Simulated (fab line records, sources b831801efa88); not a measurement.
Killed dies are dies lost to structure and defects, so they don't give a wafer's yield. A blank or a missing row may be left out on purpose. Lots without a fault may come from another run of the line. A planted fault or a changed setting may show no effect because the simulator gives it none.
Chamber matching | flow sky130 | SKY_VIA1_CMP_24 on cmp-01: 4 sister chambers
The step polishes, stops on SiO2, t overpolish 15 s, target thk 0 nm. 4 wafers are shown with their chamber, then 7 later ones without.

WAFERS WITH THEIR CHAMBER
wafer  | chamber | motor_current_A (A)
L501.5 | 3       | 12.2
L502.5 | 1       | 12.1
L503.2 | 2       | 12.0
L503.4 | 0       | 11.0

WAFERS WITHOUT THEIR CHAMBER
wafer  | motor_current_A (A)
L503.5 | 11.5
L504.1 | 11.7
L504.2 | 11.7
L504.3 | 11.6
L505.1 | 12.2
L505.4 | 12.4
L505.6 | 11.6

WHICH CHAMBER EACH WENT THROUGH
wafer  | from the rows above               | in truth
L503.5 | can't be placed: 0 or 2 or 1 or 3 | 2
L504.1 | can't be placed: 2 or 1 or 3 or 0 | 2
L504.2 | can't be placed: 2 or 1 or 3 or 0 | 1
L504.3 | can't be placed: 2 or 1 or 0 or 3 | 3
L505.1 | can't be placed: 3 or 1 or 2      | 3
L505.4 | can't be placed: 3 or 1 or 2      | 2
L505.6 | can't be placed: 2 or 1 or 0 or 3 | 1
Placed correctly: 0 of 7. Can't be placed from these rows: 7 (the true chamber is among the candidates in 7). Placed wrongly: 0.
How it was worked out, from the rows above alone: a wafer's distance from a chamber is the root of the sum, over the readings, of the square of ((its reading less the chamber's mean) divided by the reading's scatter). The wafer belongs to the nearest chamber; if the next one is less than 2 further off, it can't be placed. A chamber's mean is the mean of its shown wafers. The scatter: with one shown wafer a chamber, the root of the mean of the squares of how far each hidden wafer lies from its nearest shown one.
